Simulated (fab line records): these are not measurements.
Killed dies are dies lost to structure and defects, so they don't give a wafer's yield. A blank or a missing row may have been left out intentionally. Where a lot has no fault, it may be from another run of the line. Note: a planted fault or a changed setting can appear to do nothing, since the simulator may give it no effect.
Chamber matching    flow gf180mcu    cmp-01 running GF_V5_CMP_26: 4 sister chambers
The step polishes, stops on SiO2, t overpolish 15 s, target thk 0 nm. 8 wafers are shown with their chamber, then 10 later ones without.

WAFERS PAIRED WITH THEIR CHAMBERS
wafer   chamber  motor current A (A)  time to endpoint s (s)
L084.6  2        12.0                 82
L086.1  0        12.2                 81
L086.3  1        8.9                  88
L089.2  3        11.9                 80
L089.4  1        8.8                  85
L089.5  2        11.1                 79
L090.1  0        11.7                 76
L090.2  3        12.0                 78

WAFERS WITH NO CHAMBER GIVEN
wafer   motor current A (A)  time to endpoint s (s)
L090.5  11.6                 76
L093.3  11.7                 83
L093.4  12.0                 82
L093.5  11.9                 81
L094.3  12.1                 78
L094.5  8.9                  86
L094.6  11.8                 77
L097.3  11.6                 82
L097.4  12.0                 78
L097.6  11.9                 77

THE CHAMBER EACH PASSED THROUGH
wafer   from the rows above           in truth
L090.5  can't be placed: 0 or 3 or 2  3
L093.3  can't be placed: 2 or 3 or 0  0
L093.4  can't be placed: 3 or 2 or 0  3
L093.5  can't be placed: 3 or 2 or 0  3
L094.3  can't be placed: 0 or 3 or 2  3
L094.5  1                             1
L094.6  can't be placed: 0 or 3 or 2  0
L097.3  can't be placed: 2 or 3 or 0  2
L097.4  can't be placed: 0 or 3 or 2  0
L097.6  can't be placed: 0 or 3 or 2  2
Correct placement for 1 of the 10. These rows do not allow placing 9 (true chamber among the candidates in 9). 0 placed wrongly.
How it was worked out, from the rows above alone: a wafer's distance from a chamber is the root of the sum, over the readings, of the square of ((its reading less the chamber's mean) divided by the reading's scatter). The wafer belongs to the nearest chamber; if the next one is less than 2 further off, it can't be placed. A chamber's mean is the mean of its shown wafers. The scatter: the root of (the sum of the squares of (reading less its chamber's mean) over the shown wafers, divided by (wafers less chambers)).
